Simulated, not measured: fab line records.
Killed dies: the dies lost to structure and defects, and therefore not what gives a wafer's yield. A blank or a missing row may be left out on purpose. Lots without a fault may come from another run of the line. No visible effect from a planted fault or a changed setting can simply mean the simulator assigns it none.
Comparing a struck lot with a sound one | flow gf180mcu | 15 steps out of a route of 602
Sound: wafers L180.2, L180.4, L180.5. Struck: wafers L191.1, L191.4, L191.5. The cause comes at the end.
Order at every step that has rows: each side's tool, ch and its chambers, its first start. Under that, the readings that differ: sound wafers | struck wafers | difference of the means | sigmas: that difference in standard deviations of wafers without a fault.
alike: readings with means less than 2 such deviations apart, plus words and numbers identical on both sides. not compared: withheld readings, readings lacking a value on some wafer, bounds such as >300 that could conceal the same value, and numbers that have no deviation in the record and whose values overlap.
A row with sigmas, a row that says differs or no value, or rows on one side alone: a step with any of these is where the two part. Numbers that have no deviation but don't overlap get no sigmas and don't part them. Lack of a reading on every wafer of one side parts them only where that side has two or more wafers.

first, 3 steps without rows for these wafers: GF_LVPWELL_EXPOSE_04 (exposes mask LVPWELL, target cd 600 nm); GF_LVPWELL_PEB_05; GF_LVPWELL_DEVELOP_06 (develop time 60 s).
GF_LVPWELL_OVL_MEAS_07:
  sound on overlay-02 at day 6 03:47; struck on overlay-02 at day 8 18:44
  alike: LVPWELL_OVL
then, 2 steps without rows for these wafers: GF_LVPWELL_IMPLANT_08; GF_LVPWELL_IMPLANT_09.
GF_LVPWELL_STRIP_10: strips in O2/N2.
  sound on plasmaAsher-02 ch 0,1, day 6 04:07; struck on plasmaAsher-04 ch 0,1, day 8 19:04
  alike: drypumpMotorCurrentA, heaterPowerW, oesProductAu, stripTimeToEndpointS
  not compared: rfHoursCounterH
GF_LVPWELL_TW_MEAS_11:
  sound on filmMetro-02 at day 6 04:14; struck on filmMetro-04 at day 8 19:10
  alike: LVPWELL_TW
then, 4 steps without rows for these wafers: GF_MVSD_DEHYDRATE_00 (time 60 s); GF_MVSD_HMDS_01 (prime time 60 s); GF_MVSD_COAT_02 (resist thk 3000 nm); GF_MVSD_SOFTBAKE_03.
GF_MVSD_EXPOSE_04: exposes mask MVSD, target cd 1000 nm.
  sound on ilineStepper-02 ch 0, day 6 12:00; struck on ilineStepper-02 ch 0, day 9 03:56
reading           | sound                | struck               | difference | sigmas
exposureDoseMJCm2 | 259.79 259.50 260.04 | 254.34 254.47 253.97 | -5.52      | -22
  alike: mask
then, 1 step without rows for these wafers: GF_MVSD_PEB_05.
-- the record jumps here: 25 days lie between the struck wafers' starts before and after (it left off in module MVSD and takes up again in module PASSIVATION, whose first step shown is number 602 of the route) --
GF_PASSIVATION_PROBE_99:
  only the struck wafers here have rows in the record (prober-01, day 34 11:14); the sound ones have none

WHERE THEY PART
Earliest at GF_MVSD_EXPOSE_04; latest, in this record, at GF_PASSIVATION_PROBE_99.

WHY: what had been put in by the simulator
Drift in process parameters on ilineStepper-02 at GF_MVSD_EXPOSE_04, starting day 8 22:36. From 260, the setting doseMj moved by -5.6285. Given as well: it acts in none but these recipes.
